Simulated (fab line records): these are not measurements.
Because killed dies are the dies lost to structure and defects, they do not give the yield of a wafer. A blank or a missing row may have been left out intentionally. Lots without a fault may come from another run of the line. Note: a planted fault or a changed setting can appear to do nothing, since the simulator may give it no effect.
What tool caused it? + flow sky130 + Sampling: 13 lots, 39 wafers, 5 of 708 route steps

== WHAT THE GAUGES SHOWED, per wafer ==
SKY_POLY_GATE_THK_MEAS_04.
| lot  | measured     | on           | POLY_GATE_CVD_03_THK (nm) |
|------|--------------|--------------|---------------------------|
| L610 | day 14 16:41 | filmMetro-02 | 74.7 74.7 75.6            |
| L611 | day 14 21:46 | filmMetro-04 | 75.0 75.6 74.9            |
| L612 | day 15 11:28 | filmMetro-02 | 75.5 76.2 76.1            |
| L613 | day 15 18:37 | filmMetro-01 | 75.2 75.4 75.7            |
| L616 | day 17 07:55 | filmMetro-04 | 75.4 75.3 75.5            |
| L623 | day 19 15:58 | filmMetro-01 | 74.5 73.8 74.7            |
| L624 | day 20 07:40 | filmMetro-02 | 75.4 75.6 75.3            |
| L625 | day 20 11:43 | filmMetro-02 | 74.9 75.6 75.1            |
| L626 | day 20 17:08 | filmMetro-02 | 73.3 73.6 72.8            |
| L629 | day 23 16:53 | filmMetro-04 | 75.3 75.5 76.0            |
| L633 | day 23 20:43 | filmMetro-02 | 73.6 73.9 73.6            |
| L630 | day 23 20:44 | filmMetro-01 | 74.7 74.6 74.1            |
| L632 | day 24 01:10 | filmMetro-01 | 74.6 74.9 74.5            |

SKY_LDD_LDN_TW_MEAS_13.
| lot  | measured     | on           | LDD_LDN_TW     |
|------|--------------|--------------|----------------|
| L610 | day 22 06:33 | filmMetro-03 | 1472 1466 1472 |
| L611 | day 22 11:02 | filmMetro-03 | 1471 1469 1473 |
| L612 | day 23 03:16 | filmMetro-03 | 1481 1475 1483 |
| L613 | day 23 09:58 | filmMetro-02 | 1486 1486 1487 |
| L616 | day 24 22:45 | filmMetro-04 | 1489 1499 1501 |
| L623 | day 27 06:57 | filmMetro-03 | 1455 1461 1452 |
| L624 | day 27 20:15 | filmMetro-02 | 1486 1486 1480 |
| L625 | day 28 00:31 | filmMetro-03 | 1456 1458 1450 |
| L626 | day 28 06:36 | filmMetro-04 | 1496 1492 1497 |
| L629 | day 31 02:37 | filmMetro-03 | 1457 1456 1448 |
| L633 | day 31 04:25 | filmMetro-02 | 1472 1476 1471 |
| L630 | day 31 05:59 | filmMetro-03 | 1448 1454 1451 |
| L632 | day 31 08:31 | filmMetro-02 | 1475 1476 1476 |

SKY_POLY_CUT_CD_MEAS_08: the cd target is 270 nm.
| lot  | measured     | on       | cdNm (nm)         |
|------|--------------|----------|-------------------|
| L610 | day 23 16:08 | cdSem-01 | 269.9 270.5 268.8 |
| L611 | day 23 17:48 | cdSem-02 | 270.9 269.1 270.5 |
| L612 | day 24 11:09 | cdSem-02 | 268.5 269.9 269.0 |
| L613 | day 24 17:27 | cdSem-01 | 267.8 268.5 268.6 |
| L616 | day 26 05:34 | cdSem-02 | 269.1 268.6 269.7 |
| L623 | day 28 13:34 | cdSem-01 | - - -             |
| L624 | day 29 03:22 | cdSem-01 | - - -             |
| L625 | day 29 06:50 | cdSem-02 | 271.4 271.1 271.3 |
| L626 | day 29 12:14 | cdSem-01 | 269.9 270.1 268.8 |
| L629 | day 32 08:20 | cdSem-02 | 269.2 270.2 269.1 |
| L633 | day 32 09:44 | cdSem-01 | 271.3 270.4 269.7 |
| L630 | day 32 12:54 | cdSem-01 | 271.9 270.1 271.6 |
| L632 | day 32 13:02 | cdSem-01 | 268.5 268.8 270.2 |

SKY_SD_N_CD_MEAS_07: the cd target is 380 nm.
| lot  | measured     | on       | cdNm (nm)         |
|------|--------------|----------|-------------------|
| L610 | day 27 08:41 | cdSem-01 | 378.2 380.5 379.3 |
| L611 | day 27 10:44 | cdSem-02 | 378.6 377.9 381.2 |
| L612 | day 28 02:05 | cdSem-01 | 383.2 385.0 386.5 |
| L613 | day 28 09:04 | cdSem-01 | 377.7 380.1 379.7 |
| L616 | day 29 20:41 | cdSem-01 | 378.1 377.7 376.3 |
| L623 | day 32 02:20 | cdSem-02 | 379.4 381.5 383.2 |
| L624 | day 32 15:11 | cdSem-02 | 381.8 380.1 382.5 |
| L625 | day 32 17:55 | cdSem-02 | 383.1 381.0 380.9 |
| L626 | day 32 23:46 | cdSem-02 | 383.2 379.8 382.3 |
| L629 | day 35 16:19 | cdSem-01 | 379.0 379.2 378.1 |
| L633 | day 35 17:14 | cdSem-01 | 379.7 379.3 378.8 |
| L630 | day 35 20:44 | cdSem-02 | 378.3 378.8 381.4 |
| L632 | day 35 21:26 | cdSem-01 | 380.1 380.6 381.6 |

== WHAT TOOL EACH LOT RAN ON (gives the tool, then ch and the chambers of the sampled wafers, and finally the start) ==
| lot  | SKY_POLY_CUT_EXPOSE_05           |
|------|----------------------------------|
| L610 | krfScanner-01 ch 0, day 23 01:53 |
| L611 | krfScanner-02 ch 0, day 23 04:13 |
| L612 | krfScanner-02 ch 0, day 23 19:57 |
| L613 | krfScanner-01 ch 0, day 24 02:44 |
| L616 | krfScanner-02 ch 0, day 25 15:41 |
| L623 | krfScanner-02 ch 0, day 27 23:20 |
| L624 | krfScanner-02 ch 0, day 28 13:03 |
| L625 | krfScanner-01 ch 0, day 28 16:36 |
| L626 | krfScanner-01 ch 0, day 28 22:53 |
| L629 | krfScanner-02 ch 0, day 31 18:49 |
| L633 | krfScanner-01 ch 0, day 31 20:04 |
| L630 | krfScanner-02 ch 0, day 31 23:23 |
| L632 | krfScanner-01 ch 0, day 31 23:59 |
- SKY_POLY_CUT_EXPOSE_05: exposes mask NPCM, target cd 270 nm.

== AS READ BY THE TOOLS THEMSELVES (means over the sampled wafers that have a number; for cases with no such wafer, the mark the record gives instead) ==
SKY_POLY_CUT_EXPOSE_05.
| lot  | tool          | focusOffsetNm (nm) |
|------|---------------|--------------------|
| L610 | krfScanner-01 | -0.2               |
| L611 | krfScanner-02 | 0.3                |
| L612 | krfScanner-02 | 0.7                |
| L613 | krfScanner-01 | 0.6                |
| L616 | krfScanner-02 | -0.8               |
| L623 | krfScanner-02 | 0.6                |
| L624 | krfScanner-02 | 0.3                |
| L625 | krfScanner-01 | -0.3               |
| L626 | krfScanner-01 | -0.6               |
| L629 | krfScanner-02 | -0.2               |
| L633 | krfScanner-01 | 0.2                |
| L630 | krfScanner-02 | 0.1                |
| L632 | krfScanner-01 | 0.0                |

== THE ANSWER, worked out from the rows above alone ==
Rule: the lots themselves supply what counts as usual. Put in order of their means at a reading, lots are off if they are a third of the lots or fewer, leave a main group of 4 or more, and stand apart from it by a gap of 3 or more times the standard deviation of the main group's means; of several such gaps the widest counts. A main group is skipped when, at the precision printed for the reading in the tables above, its means are all equal. A lot without any number at a reading at which 4 lots or more have one is off too. Any other lot the step has rows for is counted as sound. First the gauges in route order, then the tools' own readings, where a lot's mean is used as printed above. The first step at which some lot is off is used, and at that step the reading that is off furthest; a lot without a number counts as furthest.
Off, at SKY_POLY_CUT_CD_MEAS_08 on cdNm: L623, L624. Without a number there: L623, L624. The main group: mean 269.8 nm, standard deviation 0.87.
A tool fits if, at a process step before that reading, it ran every lot that is off, and no sound lot after the first of them. Gauges at SKY_POLY_CUT_CD_MEAS_08: tried the same way as those tools. No candidate that was tried fits.

== WHAT THE SIMULATOR HAD PUT IN ==
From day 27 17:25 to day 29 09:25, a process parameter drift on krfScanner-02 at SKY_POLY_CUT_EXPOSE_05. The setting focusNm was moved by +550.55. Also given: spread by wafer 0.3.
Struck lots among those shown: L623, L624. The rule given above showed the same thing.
